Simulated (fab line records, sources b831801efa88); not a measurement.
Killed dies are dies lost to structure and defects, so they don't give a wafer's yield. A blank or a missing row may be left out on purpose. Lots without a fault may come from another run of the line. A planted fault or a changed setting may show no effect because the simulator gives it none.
fab line records | flow gf180mcu
record lots=5 wafers=15 last_day=34
route steps=602 shown M5@527 V5@540
lots that met no fault: from a run of the same line without faults
start_h: hours from the record's first day to the start of the lot's first wafer shown | wait_h: hours since the lot's step before | " the same as in the row above | L1.1+2: a row that stands for several wafers | - no value, or no start given | * or withheld: withheld | < > ~ a bound
route shown NAME@n: a module of which the file shows steps, and the number in the route of the first | usual: mean/standard deviation of fault-free wafers | same: alike in all rows | chamber/n: place in a boat | sites: the reading at each site | _std_site: their standard deviation | _edge_site: outer sites' mean less inner sites' | radius_mm: how far each site lies from the wafer's centre | mask NAME#n: copy n | behind: the tool/chamber that last shaped the wafer | hold: why the lot was held/for how many hours/how that ended | device: the transistor (n, p or np) that didn't switch | end of line: the same wafers' tests at the end of the route | a step without rows: its recipe alone | killed: dies lost to structure and defects at the first sort, not the wafer's yield | map: a wafer's dies, x killed, . not, _ none there
set.NAME: the setting as run; set.NAME@STEP: as run at that earlier step | model.NAME: the simulator's own value behind a step, which no gauge read
lots at some steps of the route; a table a step, a row a wafer
services: from which hour (start_h, from the record's first day; less than 0 if before it) a tool's chamber was out of use, for how many hours, and why
## steps
# step GF_M5_HMDS_01
# recipe prime_time_s=60 prime_temp_c=120
# columns lot.wafer tool chamber start_h wait_h
L079.1+2+3 litho_track-04 0 642.78 0.1
L085.1+2+5 litho_track-01 0 676.51 0.1
L090.1+4+6 litho_track-01 0 714.86 0.1
L094.1+2+5 litho_track-03 0 736.23 0.1
L096.4+5+6 litho_track-03 0 749.26 0.1
# step GF_M5_COAT_02
# recipe resist=KrF spin_rpm=withheld resist_thk_nm=1000
# columns lot.wafer tool chamber start_h wait_h
L079.1+2+3 litho_track-04 0 642.93 0.1
L085.1+2+5 litho_track-01 0 676.66 0.1
L090.1+4+6 litho_track-01 0 715.01 0.1
L094.1+2+5 litho_track-03 0 736.38 0.1
L096.4+5+6 litho_track-03 0 749.41 0.1
# step GF_M5_SOFTBAKE_03
# recipe temp_c=130 time_s=60 resist=KrF
# columns lot.wafer tool chamber start_h wait_h
L079.1+2+3 litho_track-04 0 643.08 0.1
L085.1+2+5 litho_track-01 0 676.81 0.1
L090.1+4+6 litho_track-01 0 715.16 0.1
L094.1+2+5 litho_track-03 0 736.53 0.1
L096.4+5+6 litho_track-03 0 749.56 0.1
# step GF_M5_EXPOSE_04
# recipe mask_id=Metal5 target_cd_nm=280 na=0.68 source_shape=conventional sigma_outer=0.6 dose_mj=28
# usual stage_vel_mm_s=500.03/0.25
# same sigma_outer=0.6
# columns lot.wafer tool chamber start_h wait_h mask stage_vel_mm_s
L079.1 krf_scanner-01 0 - - Metal5#0 499.88
L079.2 " 0 " " Metal5#0 499.76
L079.3 " 0 " " Metal5#0 499.87
L085.1 krf_scanner-02 0 - - Metal5#0 500.16
L085.2 " 0 " " Metal5#0 499.82
L085.5 " 0 " " Metal5#0 500.15
L090.1 krf_scanner-02 0 - - Metal5#0 499.87
L090.4 " 0 " " Metal5#0 499.61
L090.6 " 0 " " Metal5#0 499.73
L094.1 krf_scanner-01 0 - - Metal5#0 500.08
L094.2 " 0 " " Metal5#0 499.93
L094.5 " 0 " " Metal5#0 499.87
L096.4 krf_scanner-02 0 - - Metal5#0 500.01
L096.5 " 0 " " Metal5#0 499.98
L096.6 " 0 " " Metal5#0 499.70
# step GF_M5_PEB_05
# recipe peb_temp_c=135 peb_time_s=90 resist=KrF
# columns lot.wafer tool chamber start_h wait_h
L079.1+2+3 litho_track-01 0 - -
L085.1+2+5 litho_track-03 0 - -
L090.1+4+6 litho_track-04 0 - -
L094.1+2+5 litho_track-03 0 - -
L096.4+5+6 litho_track-01 0 - -
# step GF_M5_DEVELOP_06
# recipe develop_time_s=60 dev_temp_c=21
# same develop_time_s=60
# columns lot.wafer tool chamber start_h wait_h
L079.1+2+3 litho_track-01 0 652.41 0.2
L085.1+2+5 litho_track-03 0 685.83 0.2
L090.1+4+6 litho_track-04 0 723.83 0.2
L094.1+2+5 litho_track-03 0 744.83 0.2
L096.4+5+6 litho_track-01 0 757.93 0.1
# step GF_M5_CD_MEAS_07
# recipe target_cd_nm=280
# usual cd_nm=279.9/1.1
# columns lot.wafer tool chamber start_h wait_h cd_nm
L079.1 cd_sem-02 - 652.56 0.1 278.4
L079.2 " - " " 278.0
L079.3 " - " " 277.2
L085.1 cd_sem-01 - 685.98 0.1 279.9
L085.2 " - " " 280.5
L085.5 " - " " 280.6
L090.1 cd_sem-01 - 723.98 0.1 281.1
L090.4 " - " " 279.8
L090.6 " - " " 280.6
L094.1 cd_sem-02 - 744.98 0.1 280.0
L094.2 " - " " 280.4
L094.5 " - " " 281.9
L096.4 cd_sem-01 - 758.07 0.1 279.9
L096.5 " - " " 281.1
L096.6 " - " " 278.8
# step GF_M5_OVL_MEAS_08
# usual M5_OVL=3/5.7
# columns lot.wafer tool chamber start_h wait_h M5_OVL[nm]
L079.1 overlay-01 - 652.68 0.1 8
L079.2 " - " " 13
L079.3 " - " " 11
L085.1 overlay-01 - 686.10 0.1 12
L085.2 " - " " 4
L085.5 " - " " 4
L090.1 overlay-02 - 724.10 0.1 3
L090.4 " - " " -2
L090.6 " - " " 11
L094.1 overlay-02 - 745.10 0.1 9
L094.2 " - " " 9
L094.5 " - " " 12
L096.4 overlay-01 - 758.15 0.1 -2
L096.5 " - " " 7
L096.6 " - " " -6
# step GF_M5_ETCH_09
# recipe chemistry=CF4/O2 target=Si3N4 target_depth_nm=52 source_w=800 bias_w=150 pressure_mtorr=150 cf4_flow_sccm=80 O2_flow_sccm=10 time_s=11.6
# usual O2_flow_sccm=9.992/0.029 drypump_motor_current_A=6.0/0.42 oes_product_au=0.995/0.007 throttle_valve_pct=5.968/0.0096
# columns lot.wafer tool chamber start_h wait_h O2_flow_sccm drypump_motor_current_A oes_product_au rf_hours_counter_h throttle_valve_pct
L079.1 rie_diel-02 3 652.72 0.0 9.989 6.3 1.001 33 5.973
L079.2 " 2 " " 10.001 6.4 0.980 9 5.978
L079.3 " 1 " " 10.055 5.6 0.982 23 5.949
L085.1 rie_diel-01 3 686.14 0.0 9.982 6.1 0.987 10 5.963
L085.2 " 1 " " 9.989 6.0 0.986 22 5.966
L085.5 " 1 " " 9.987 6.0 0.999 - 5.986
L090.1 rie_diel-01 3 724.14 0.0 9.981 6.1 0.992 11 5.963
L090.4 " 1 " " 9.992 6.0 0.995 - 5.984
L090.6 " 0 " " 10.030 5.9 0.983 - 5.969
L094.1 rie_diel-01 3 745.14 0.0 9.998 6.1 0.991 12 5.955
L094.2 " 2 " " 10.031 6.3 0.994 1 5.949
L094.5 " 3 " " 9.986 6.1 0.996 - 5.973
L096.4 rie_diel-04 3 758.17 0.0 9.982 5.9 1.006 16 5.977
L096.5 " 1 " " 9.972 5.9 0.995 - 5.968
L096.6 " 2 " " 9.964 6.4 0.995 - 5.963
# step GF_M5_METAL_ETCH_10
# recipe chemistry=Cl2/BCl3 mask_material=KrF target_depth_nm=750.8 stop_on=SiO2 pressure_mtorr=8 icp_w=800 bias_w=140 Cl2_flow_sccm=80 bcl3_flow_sccm=40 time_s=125.1
# usual drypump_motor_current_A=5.3/0.42 oes_product_au=0.989/0.0051 throttle_valve_pct=28.231/0.0087
# columns lot.wafer tool chamber start_h wait_h drypump_motor_current_A oes_product_au rf_hours_counter_h throttle_valve_pct
L079.1 rie_metal-03 1 652.74 0.0 5.4 0.978 7 28.240
L079.2 " 0 " " 5.0 0.993 5 28.227
L079.3 " 0 " " 5.0 0.993 - 28.229
L085.1 rie_metal-03 1 686.16 0.0 5.4 0.992 8 28.217
L085.2 " 0 " " 4.9 0.991 6 28.216
L085.5 " 1 " " 5.4 0.981 - 28.238
L090.1 rie_metal-02 1 724.16 0.0 4.7 0.992 6 28.227
L090.4 " 1 " " 4.7 0.988 - 28.225
L090.6 " 1 " " 4.7 0.993 - 28.222
L094.1 rie_metal-01 1 745.16 0.0 5.2 0.985 10 28.228
L094.2 " 0 " " 5.6 0.997 10 28.232
L094.5 " 1 " " 5.2 0.990 - 28.237
L096.4 rie_metal-03 0 758.32 0.1 4.9 0.982 - 28.226
L096.5 " 0 " " 4.9 0.992 - 28.222
L096.6 " 0 " " 4.9 0.988 - 28.237
# step GF_M5_STRIP_11
# recipe chemistry=O2/N2 power_w=1400 pressure_mtorr=1500 platen_temp_c=250 o2_flow_sccm=3000 n2_flow_sccm=300 overash_fraction=0.5
# usual drypump_motor_current_A=5.6/0.43 heater_power_w=327/12 o2_flow_sccm=3000/8.8 oes_product_au=0.525/0.0051 platen_temp_c=249.96/0.2 strip_time_to_endpoint_s=7.06/0.041
# columns lot.wafer tool chamber start_h wait_h drypump_motor_current_A heater_power_w o2_flow_sccm oes_product_au platen_temp_c rf_hours_counter_h strip_time_to_endpoint_s
L079.1 plasma_asher-04 1 652.87 0.1 5.3 330 3016 0.530 250.34 101 7.08
L079.2 " 0 " " 5.9 332 3008 0.524 250.05 101 7.09
L079.3 " 1 " " 5.3 320 3014 0.523 250.44 - 7.07
L085.1 plasma_asher-02 1 686.29 0.1 5.5 342 2994 0.524 250.12 90 7.08
L085.2 " 0 " " 6.1 301 3010 0.523 249.78 90 7.10
L085.5 " 1 " " 5.5 348 2984 0.529 250.27 - 7.09
L090.1 plasma_asher-03 0 724.51 0.3 4.9 335 2999 0.521 249.88 30 7.02
L090.4 " 1 " " 6.0 327 2994 0.518 250.06 - 7.03
L090.6 " 0 " " 4.9 330 2995 0.518 249.75 - 7.02
L094.1 plasma_asher-04 1 745.29 0.1 5.2 314 2991 0.530 249.84 0 7.10
L094.2 " 0 " " 6.0 325 2991 0.536 250.18 0 7.03
L094.5 " 0 " " 6.0 317 3004 0.529 249.75 - 7.10
L096.4 plasma_asher-03 0 758.48 0.1 4.9 328 3017 0.533 250.13 - 7.17
L096.5 " 0 " " 5.0 335 3004 0.517 249.87 - 7.05
L096.6 " 1 " " 6.0 334 3015 0.534 250.01 - 7.12
# step GF_M5_STRIP_12
# recipe chemistry=post_etch_residue_remover time_s=1200 temp_c=72.5
# columns lot.wafer tool chamber start_h wait_h
L079.1+2+3 wet_bench-03 3 652.97 0.1
L085.1+2+5 wet_bench-01 1 686.39 0.1
L090.1+4+6 wet_bench-03 2 724.61 0.1
L094.1+2+5 wet_bench-03 0 745.39 0.1
L096.4+5+6 wet_bench-01 3 758.55 0.0
# step GF_M5_CLEAN_13
# recipe chemistry=DIW dry=n2_spin
# columns lot.wafer tool chamber start_h wait_h
L079.1+2+3 wet_bench-03 2 653.34 0.0
L085.1+2+5 wet_bench-02 3 686.73 0.0
L090.1+4+6 wet_bench-02 2 724.95 0.0
L094.1+2+5 wet_bench-01 0 745.73 0.0
L096.4+5+6 wet_bench-03 3 758.89 0.0
# step GF_V5_CVD_00
# recipe material=SiO2 target_thk_nm=300 sigma_open_frac=0.3 temp_c=400 time_s=50 sih4_flow_sccm=60 pressure_mtorr=6
# columns lot.wafer tool chamber start_h wait_h
L079.1+2+3 hdpcvd-01 1,2,0 653.43 0.0
L085.1+2+5 hdpcvd-01 0,1,2 686.82 0.0
L090.1+4+6 hdpcvd-02 0,2,0 725.05 0.0
L094.1+2+5 hdpcvd-01 2,0,2 745.82 0.0
L096.4+5+6 hdpcvd-01 0,2,1 759.00 0.0
# step GF_V5_THK_MEAS_01
# recipe reads=SiO2_of_V5_CVD_00
# usual V5_CVD_00_THK=298.4/2.9
# columns lot.wafer tool chamber start_h wait_h V5_CVD_00_THK[nm]
L079.1 film_metro-04 - 653.48 0.0 296.7
L079.2 " - " " 300.5
L079.3 " - " " 294.3
L085.1 film_metro-02 - 686.87 0.0 301.7
L085.2 " - " " 303.1
L085.5 " - " " 300.2
L090.1 film_metro-01 - 725.09 0.0 297.9
L090.4 " - " " 299.0
L090.6 " - " " 303.9
L094.1 film_metro-01 - 745.87 0.0 302.2
L094.2 " - " " 301.6
L094.5 " - " " 302.1
L096.4 film_metro-01 - 759.05 0.0 295.3
L096.5 " - " " 294.6
L096.6 " - " " 294.9
# step GF_V5_CVD_02
# recipe material=SiO2 target_thk_nm=1450 precursor=TEOS temp_c=400 time_s=163.28 rf_w=600
# usual heater_power_w=665/88
# columns lot.wafer tool chamber start_h wait_h heater_power_w
L079.1 pecvd-03 1 653.54 0.1 639
L079.2 " 0 " " 705
L079.3 " 2 " " 618
L085.1 pecvd-02 0 686.93 0.1 667
L085.2 " 1 " " 637
L085.5 " 1 " " 720
L090.1 pecvd-03 2 725.15 0.1 632
L090.4 " 1 " " 607
L090.6 " 2 " " 496
L094.1 pecvd-01 1 745.93 0.1 671
L094.2 " 2 " " 714
L094.5 " 1 " " 725
L096.4 pecvd-03 2 759.14 0.1 499
L096.5 " 1 " " 750
L096.6 " 0 " " 745
# step GF_V5_THK_MEAS_03
# recipe reads=SiO2_of_V5_CVD_02
# usual V5_CVD_02_THK=1449/17
# columns lot.wafer tool chamber start_h wait_h V5_CVD_02_THK[nm]
L079.1 film_metro-01 - 653.65 0.1 1456
L079.2 " - " " 1428
L079.3 " - " " 1443
L085.1 film_metro-01 - 687.03 0.1 1445
L085.2 " - " " 1450
L085.5 " - " " 1454
L090.1 film_metro-02 - 725.26 0.1 1450
L090.4 " - " " 1469
L090.6 " - " " 1477
L094.1 film_metro-02 - 746.03 0.1 1445
L094.2 " - " " 1441
L094.5 " - " " 1476
L096.4 film_metro-02 - 759.22 0.0 1498
L096.5 " - " " 1468
L096.6 " - " " 1464
# step GF_V5_CMP_04
# recipe material=SiO2 down_force_psi=4 platen_rpm=60 pad_velocity_m_s=0.94248
# usual motor_current_A=12.8/1.3 retaining_ring_pressure_frac=1.000/0.0052
# columns lot.wafer tool chamber start_h wait_h motor_current_A retaining_ring_pressure_frac
L079.1 cmp-02 3 653.71 0.1 12.3 1.000
L079.3 " 0 " " 13.1 1.004
L079.2 " 2 " " 13.9 1.008
L085.2 cmp-02 2 687.14 0.1 13.7 1.003
L085.1 " 0 " " 13.4 1.001
L085.5 " 1 " " 15.3 0.988
L090.1 cmp-01 2 725.37 0.1 12.9 0.998
L090.4 " 0 " " 13.8 0.996
L090.6 " 1 " " 11.0 1.002
L094.2 cmp-02 1 746.09 0.0 14.0 0.998
L094.1 " 2 " " 14.3 0.998
L094.5 " 1 " " 14.4 0.998
L096.4 cmp-01 2 759.40 0.2 12.8 0.998
L096.6 " 3 " " 11.2 1.001
L096.5 " 0 " " 14.0 0.998
# step GF_V5_BOW_MEAS_05
# recipe mode=bow
# usual V5_BOW=134/9.2
# columns lot.wafer tool chamber start_h wait_h V5_BOW[um]
L079.1 film_metro-02 - 654.01 0.2 143
L079.2 " - " " 122
L079.3 " - " " 121
L085.1 film_metro-01 - 687.43 0.1 130
L085.2 " - " " 118
L085.5 " - " " 127
L090.1 film_metro-02 - 725.62 0.2 123
L090.4 " - " " 125
L090.6 " - " " 131
L094.1 film_metro-01 - 746.39 0.2 148
L094.2 " - " " 142
L094.5 " - " " 150
L096.4 film_metro-04 - 759.61 0.2 126
L096.5 " - " " 115
L096.6 " - " " 122
# step GF_V5_DEHYDRATE_06
# recipe temp_c=200 time_s=60
# columns lot.wafer tool chamber start_h wait_h
L079.1+2+3 litho_track-02 0 662.98 9.0
L085.1+2+5 litho_track-03 0 696.48 9.0
L090.1+4+6 litho_track-01 0 733.91 8.3
L094.1+2+5 litho_track-01 0 754.16 7.7
L096.4+5+6 litho_track-03 0 767.26 7.6
# step GF_V5_HMDS_07
# recipe prime_time_s=60 prime_temp_c=120
# columns lot.wafer tool chamber start_h wait_h
L079.1+2+3 litho_track-02 0 663.13 0.1
L085.1+2+5 litho_track-03 0 696.63 0.1
L090.1+4+6 litho_track-01 0 734.06 0.1
L094.1+2+5 litho_track-01 0 754.31 0.1
L096.4+5+6 litho_track-03 0 767.41 0.1
# step GF_V5_COAT_08
# recipe resist=BARC temp_c=withheld time_s=withheld spin_rpm=withheld resist_thk_nm=withheld
# columns lot.wafer tool chamber start_h wait_h
L079.1+2+3 litho_track-02 0 663.28 0.1
L085.1+2+5 litho_track-03 0 696.78 0.1
L090.1+4+6 litho_track-01 0 734.21 0.1
L094.1+2+5 litho_track-01 0 754.46 0.1
L096.4+5+6 litho_track-03 0 767.56 0.1
# step GF_V5_COAT_09
# recipe resist=KrF spin_rpm=withheld resist_thk_nm=1000
# columns lot.wafer tool chamber start_h wait_h
L079.1+2+3 litho_track-02 0 - -
L085.1+2+5 litho_track-03 0 - -
L090.1+4+6 litho_track-01 0 - -
L094.1+2+5 litho_track-01 0 - -
L096.4+5+6 litho_track-03 0 - -
# step GF_V5_SOFTBAKE_10
# recipe temp_c=130 time_s=60 resist=KrF
# columns lot.wafer tool chamber start_h wait_h
L079.1+2+3 litho_track-02 0 - -
L085.1+2+5 litho_track-03 0 - -
L090.1+4+6 litho_track-01 0 - -
L094.1+2+5 litho_track-01 0 - -
L096.4+5+6 litho_track-03 0 - -
# step GF_V5_EXPOSE_11
# recipe mask_id=Via5 target_cd_nm=260 na=0.68 source_shape=conventional sigma_outer=0.6 dose_mj=38
# usual stage_vel_mm_s=500.00/0.24
# same sigma_outer=0.6
# columns lot.wafer tool chamber start_h wait_h mask stage_vel_mm_s
L079.1 krf_scanner-02 0 - - Via5#0 500.17
L079.2 " 0 " " Via5#0 499.80
L079.3 " 0 " " Via5#0 500.03
L085.1 krf_scanner-02 0 - - Via5#0 500.00
L085.2 " 0 " " Via5#0 500.13
L085.5 " 0 " " Via5#0 499.65
L090.1 krf_scanner-02 0 - - Via5#0 499.92
L090.4 " 0 " " Via5#0 500.17
L090.6 " 0 " " Via5#0 499.95
L094.1 krf_scanner-01 0 - - Via5#0 500.12
L094.2 " 0 " " Via5#0 500.28
L094.5 " 0 " " Via5#0 500.40
L096.4 krf_scanner-02 0 - - Via5#0 499.53
L096.5 " 0 " " Via5#0 499.45
L096.6 " 0 " " Via5#0 499.87
# step GF_V5_PEB_12
# recipe peb_temp_c=135 peb_time_s=90 resist=KrF
# columns lot.wafer tool chamber start_h wait_h
L079.1+2+3 litho_track-02 0 - -
L085.1+2+5 litho_track-01 0 - -
L090.1+4+6 litho_track-02 0 - -
L094.1+2+5 litho_track-01 0 - -
L096.4+5+6 litho_track-02 0 - -
# step GF_V5_DEVELOP_13
# recipe develop_time_s=60 resist=KrF dev_temp_c=21
# same develop_time_s=60
# columns lot.wafer tool chamber start_h wait_h
L079.1+2+3 litho_track-02 0 672.83 0.2
L085.1+2+5 litho_track-01 0 705.81 0.2
L090.1+4+6 litho_track-02 0 742.78 0.2
L094.1+2+5 litho_track-01 0 762.76 0.2
L096.4+5+6 litho_track-02 0 775.65 0.1
# step GF_V5_CD_MEAS_14
# recipe target_cd_nm=260
# usual cd_nm=260.4/1.4
# columns lot.wafer tool chamber start_h wait_h cd_nm
L079.1 cd_sem-01 - 672.98 0.1 262.9
L079.2 " - " " 264.0
L079.3 " - " " 263.5
L085.1 cd_sem-01 - 705.96 0.1 261.1
L085.2 " - " " 260.6
L085.5 " - " " 260.8
L090.1 cd_sem-01 - 742.93 0.1 260.8
L090.4 " - " " 260.2
L090.6 " - " " 260.8
L094.1 cd_sem-02 - 762.91 0.1 260.8
L094.2 " - " " 260.0
L094.5 " - " " 260.3
L096.4 cd_sem-01 - 775.79 0.1 260.2
L096.5 " - " " 259.4
L096.6 " - " " 260.1
# step GF_V5_OVL_MEAS_15
# usual V5_OVL=1/4.9
# columns lot.wafer tool chamber start_h wait_h V5_OVL[nm]
L079.1 overlay-01 - 673.10 0.1 5
L079.2 " - " " 8
L079.3 " - " " 5
L085.1 overlay-02 - 706.08 0.1 -2
L085.2 " - " " -1
L085.5 " - " " -6
L090.1 overlay-01 - 743.05 0.1 -2
L090.4 " - " " -1
L090.6 " - " " 7
L094.1 overlay-02 - 763.03 0.1 6
L094.2 " - " " 9
L094.5 " - " " 9
L096.4 overlay-01 - 775.87 0.1 1
L096.5 " - " " -3
L096.6 " - " " -4
# step GF_V5_ETCH_16
# recipe chemistry=N2/H2 target_depth_a=withheld overetch_a=withheld time_s=withheld target=BARC ion_energy_ev=200 source_w=500 bias_w=100 pressure_mtorr=30 n2_flow_sccm=100 h2_flow_sccm=200
# usual drypump_motor_current_A=5.8/0.48 oes_product_au=0.855/0.0054 throttle_valve_pct=13.226/0.0097
# columns lot.wafer tool chamber start_h wait_h drypump_motor_current_A oes_product_au throttle_valve_pct
L079.1 rie_diel-03 0 673.14 0.0 5.3 0.854 13.214
L079.2 " 2 " " 6.3 0.854 13.228
L079.3 " 1 " " 5.6 0.853 13.256
L085.1 rie_diel-03 3 706.12 0.0 5.1 0.852 13.223
L085.2 " 1 " " 5.6 0.857 13.221
L085.5 " 3 " " 5.1 0.850 13.226
L090.1 rie_diel-04 1 743.09 0.0 5.9 0.857 13.230
L090.4 " 2 " " 6.4 0.865 13.224
L090.6 " 3 " " 6.0 0.857 13.234
L094.1 rie_diel-04 3 763.06 0.0 5.9 0.859 13.217
L094.2 " 1 " " 6.0 0.863 13.228
L094.5 " 2 " " 6.4 0.863 13.228
L096.4 rie_diel-01 0 775.89 0.0 5.9 0.856 13.231
L096.5 " 2 " " 6.3 0.859 13.236
L096.6 " 1 " " 6.0 0.852 13.217
# step GF_V5_ETCH_17
# recipe chemistry=C4F8/O2/Ar mask_material=KrF target=SiO2 stop_on=TiN source_w=1500 bias_w=1200 pressure_mtorr=40 c4f8_flow_sccm=withheld O2_flow_sccm=6 Ar_flow_sccm=300 time_s=withheld target_depth_a=8550
# usual oes_product_au=0.860/0.004
# columns lot.wafer tool chamber start_h wait_h oes_product_au
L079.1 rie_diel-03 0 - - 0.863
L079.2 " 2 " " 0.860
L079.3 " 1 " " 0.863
L085.1 rie_diel-03 3 - - 0.851
L085.2 " 1 " " 0.856
L085.5 " 3 " " 0.859
L090.1 rie_diel-04 1 - - 0.858
L090.4 " 2 " " 0.860
L090.6 " 3 " " 0.862
L094.1 rie_diel-04 3 - - 0.857
L094.2 " 1 " " 0.859
L094.5 " 2 " " 0.865
L096.4 rie_diel-01 0 - - 0.857
L096.5 " 2 " " 0.864
L096.6 " 1 " " 0.867
# step GF_V5_STRIP_18
# recipe chemistry=O2/N2 power_w=1400 pressure_mtorr=1500 platen_temp_c=250 o2_flow_sccm=3000 n2_flow_sccm=300 overash_fraction=0.5
# usual drypump_motor_current_A=5.75/0.29 heater_power_w=329/21 o2_flow_sccm=3000/8.3 oes_product_au=0.569/0.0048 platen_temp_c=249.98/0.19
# columns lot.wafer tool chamber start_h wait_h drypump_motor_current_A heater_power_w o2_flow_sccm oes_product_au platen_temp_c rf_hours_counter_h
L079.1 plasma_asher-02 0 673.29 - 6.05 308 2997 0.571 249.87 89
L079.2 " 1 " " 5.53 342 2992 0.571 250.17 89
L079.3 " 0 " " 6.06 307 3000 0.574 249.80 -
L085.1 plasma_asher-02 0 706.27 - 6.05 311 3010 0.571 249.91 92
L085.2 " 1 " " 5.49 340 2997 0.571 249.76 92
L085.5 " 1 " " 5.51 332 3005 0.569 249.80 -
L090.1 plasma_asher-02 0 743.24 - 6.06 311 3005 0.574 250.37 96
L090.4 " 0 " " 6.04 313 3012 0.575 250.46 -
L090.6 " 1 " " 5.51 339 2990 0.560 250.16 -
L094.1 plasma_asher-02 1 763.22 - 5.49 340 3002 0.571 249.79 98
L094.2 " 0 " " 6.06 313 3021 0.560 249.83 98
L094.5 " 0 " " 6.07 304 3009 0.571 250.06 -
L096.4 plasma_asher-04 1 776.07 - 5.22 320 2988 0.575 250.23 -
L096.5 " 0 " " 5.96 333 2992 0.569 250.14 -
L096.6 " 1 " " 5.21 314 2991 0.564 250.23 -
# step GF_V5_STRIP_19
# recipe chemistry=post_etch_residue_remover time_s=1200 temp_c=72.5
# columns lot.wafer tool chamber start_h wait_h
L079.1+2+3 wet_bench-02 1 673.39 0.1
L085.1+2+5 wet_bench-02 2 706.37 0.1
L090.1+4+6 wet_bench-01 1 743.34 0.1
L094.1+2+5 wet_bench-01 2 763.32 0.1
L096.4+5+6 wet_bench-01 1 776.14 0.0
# step GF_V5_CLEAN_20
# recipe chemistry=DIW dry=n2_spin
# columns lot.wafer tool chamber start_h wait_h
L079.1+2+3 wet_bench-04 2 673.73 0.0
L085.1+2+5 wet_bench-02 2 707.05 0.0
L090.1+4+6 wet_bench-01 0 743.68 0.0
L094.1+2+5 wet_bench-04 3 763.66 0.0
L096.4+5+6 wet_bench-04 0 776.54 0.0
## services
# columns tool chamber start_h hours kind
rie_diel-03 - 620.64 0.9 repair
wet_bench-01 - 626.03 1.9 pm
krf_scanner-02 - 628.15 1.0 pm
cmp-02 - 629.75 2.3 repair
cmp-02 - 632.67 6.2 pm
pecvd-03 1 642.02 6.7 repair
krf_scanner-02 - 645.23 4.4 pm
rie_metal-03 0 646.81 2.5 repair
krf_scanner-01 - 649.61 3.6 pm
plasma_asher-04 - 649.61 1.4 repair
krf_scanner-01 - 656.28 1.3 pm
cmp-02 - 664.18 1.5 repair
plasma_asher-02 - 665.13 2.8 repair
pecvd-03 0 669.11 10.1 repair
rie_metal-03 - 682.77 2.8 pm
rie_diel-03 - 685.67 0.2 repair
krf_scanner-02 - 701.74 1.3 pm
wet_bench-01 - 705.80 2.6 repair
rie_diel-01 3 708.39 6.0 repair
rie_diel-03 - 716.76 14.6 pm
krf_scanner-02 - 731.22 0.6 repair
hdpcvd-01 - 755.54 2.8 repair
krf_scanner-02 - 764.80 0.8 pm
krf_scanner-02 - 766.19 0.4 repair
## key
fault none
